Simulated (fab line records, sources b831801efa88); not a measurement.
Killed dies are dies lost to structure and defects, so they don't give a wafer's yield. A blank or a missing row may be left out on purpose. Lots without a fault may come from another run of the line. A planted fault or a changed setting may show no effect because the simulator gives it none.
A struck lot beside a sound one | flow sky130 | 37 steps out of a route of 708
Sound: wafers L709.2, L709.3, L709.6. Struck: wafers L702.3, L702.4, L702.6. The cause comes at the end.
At each step with rows: each side's tool, then ch and its chambers, then its first start. Under that, the readings that differ: sound wafers | struck wafers | difference of the means | sigmas: that difference in standard deviations of wafers without a fault.
alike: readings whose means differ by less than 2 such deviations, and words and numbers that are the same on both sides. not compared: withheld readings, readings that some wafer has no value for, bounds like >300 that may hide the same value, and numbers for which the record gives no deviation and whose values overlap.
The two part at a step that has a row with sigmas, a row that says differs or no value, or rows on one side only. Numbers that don't overlap but have no deviation are shown without sigmas and don't part them. A reading that every wafer of one side lacks parts them only if that side has two wafers or more.

first, 10 steps without rows for these wafers: SKY_LDD_LDN_SOFTBAKE_03 (time 60 s); SKY_LDD_LDN_EXPOSE_04 (exposes mask LDNTM, target cd 700 nm); SKY_LDD_LDN_PEB_05; SKY_LDD_LDN_DEVELOP_06 (develop time 60 s); SKY_LDD_LDN_IMPLANT_08; SKY_LDD_LDN_IMPLANT_09; SKY_LDD_LDN_IMPLANT_10; SKY_LDD_LDN_IMPLANT_11; SKY_LDD_LDN_STRIP_12 (strips in O2/N2); SKY_LDD_LDN_CLEAN_14 (cleans in SC1/SC2, time 150 s).
SKY_SPACER_CVD_00: deposits Si3N4 from DCS/NH3, target thk 43.1 nm, time 740 s.
  sound on lpcvd-02 ch 0, day 29 12:56; struck on lpcvd-02 ch 0, day 27 00:37
  reading                                  | sound             | struck            | difference | sigmas
  spike_tc_centre_C (C)                    | 768.4 770.6 768.6 | 790.4 788.6 790.0 | +20.5      | +20
  zone_power_centre_pct (%)                | 14.3 14.6 14.1    | 20.4 19.8 20.2    | +5.8       | +15
  zone_power_lower_pct (%)                 | 13.9 13.8 13.7    | 11.0 10.8 10.9    | -2.9       | -5
  zone_power_upper_pct (%)                 | 16.3 15.9 15.5    | 12.8 12.6 12.6    | -3.2       | -3
  model.Si3N4_of_SPACER_CVD_00.thk_nm (nm) | 43.03 43.04 43.35 | 45.63 46.48 48.75 | +3.81      |
  alike: spike_tc_top_C
SKY_SPACER_THK_MEAS_01:
  sound on film_metro-02, day 29 14:09; struck on film_metro-04, day 27 02:26
  reading                | sound          | struck         | difference | sigmas
  SPACER_CVD_00_THK (nm) | 43.1 43.1 43.4 | 45.6 46.5 48.8 | +3.8       | +10
SKY_SPACER_ETCHBACK_02: etches Si3N4 in CH3F/O2, stops on SiO2, time 46.7 s, target depth 45 nm.
  sound on rie_diel-04 ch 0,1,2, day 29 14:12; struck on rie_diel-04 ch 1,2, day 27 02:29
  reading                  | sound             | struck            | difference | sigmas
  oes_product_au (a.u.)    | 0.860 0.852 0.856 | 0.885 0.886 0.918 | +0.040     | +6
  model.etch.depth_nm (nm) | 43.03 43.04 43.35 | 45.63 46.48 48.75 | +3.81      |
  alike: drypump_motor_current_A, throttle_valve_pct
  not compared: rf_hours_counter_h
then, 22 steps without rows for these wafers: SKY_POLY_CUT_DEHYDRATE_00 (time 60 s); SKY_POLY_CUT_HMDS_01 (prime time 60 s); SKY_POLY_CUT_COAT_02 (resist thk 60 nm); SKY_POLY_CUT_COAT_03 (resist thk 450 nm); SKY_POLY_CUT_SOFTBAKE_04 (time 90 s); SKY_POLY_CUT_EXPOSE_05 (exposes mask NPCM, target cd 270 nm); SKY_POLY_CUT_PEB_06; SKY_POLY_CUT_DEVELOP_07 (develop time 60 s); SKY_POLY_CUT_ETCH_10 (etches BARC in N2/H2, stops on SiO2, time 45.9 s, target depth 60 nm); SKY_POLY_CUT_ETCH_11 (etches Si3N4 in CF4/CH2F2/Ar, stops on poly-Si, time 42.5 s, target depth 60 nm); SKY_POLY_CUT_STRIP_12 (strips in O2/N2); SKY_SD_P_DEHYDRATE_00 (time 60 s); SKY_SD_P_HMDS_01 (prime time 60 s); SKY_SD_P_COAT_02 (resist thk 1140 nm); SKY_SD_P_SOFTBAKE_03 (time 60 s); SKY_SD_P_EXPOSE_04 (exposes mask PSDM, target cd 380 nm); SKY_SD_P_PEB_05; SKY_SD_P_DEVELOP_06 (develop time 60 s); SKY_SD_P_IMPLANT_09; SKY_SD_P_STRIP_10 (strips in O2/N2); SKY_RES_XHIGH_DEHYDRATE_00 (time 60 s); SKY_RES_XHIGH_HMDS_01 (prime time 60 s).
-- the record jumps here: 5 days lie between the struck wafers' starts before and after (it left off in module RES_XHIGH and takes up again in module SALICIDE, whose first step shown is number 361 of the route) --
SKY_SALICIDE_CLEAN_00: cleans in HF-last, time 30 s.
  sound on wet_bench-04 ch 1, day 34 04:01; struck on wet_bench-02 ch 2, day 31 20:40
  reading                                  | sound             | struck           | difference | sigmas
  model.Si3N4_of_SPACER_CVD_00.thk_nm (nm) | 42.03 42.03 42.35 | 44.64 45.5 47.78 | +3.84      |
-- the record jumps here: 17 days lie between the struck wafers' starts before and after (it left off in module SALICIDE and takes up again in module PAD_OPEN, whose first step shown is number 708 of the route) --
SKY_PAD_OPEN_PROBE_99:
  sound on prober-01, day 50 05:32; struck on prober-01, day 48 18:19
  reading                                 | sound             | struck            | difference | sigmas
  model.etest.pfet_01v8.r_on_ohm_um       | 2798 2853 2800    | 3027 3107 3097    | +260       |
  model.etest.sonos_uncharged.r_on_ohm_um | 797.3 819 806.4   | 826.9 820.9 837   | +20.7      |
  model.etest.pfet_01v8.drive_ua_um       | 197.2 197.2 199.5 | 182.7 176.9 176.5 | -19.3      |
  alike: killed_at_M0_to_M3, killed_at_M4_up, killed_at_contacts, killed_at_front_end, killed_at_other, killed_dies, killed_open, killed_short

WHERE THEY PART
First at SKY_SPACER_CVD_00; last, within this record, at SKY_SPACER_ETCHBACK_02. Later steps at which nothing parts them and some readings are alike: SKY_PAD_OPEN_PROBE_99.

WHY: what the simulator had put in
Process parameter drift: lpcvd-02, from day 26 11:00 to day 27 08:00, at SKY_SPACER_CVD_00. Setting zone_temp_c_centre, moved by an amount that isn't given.
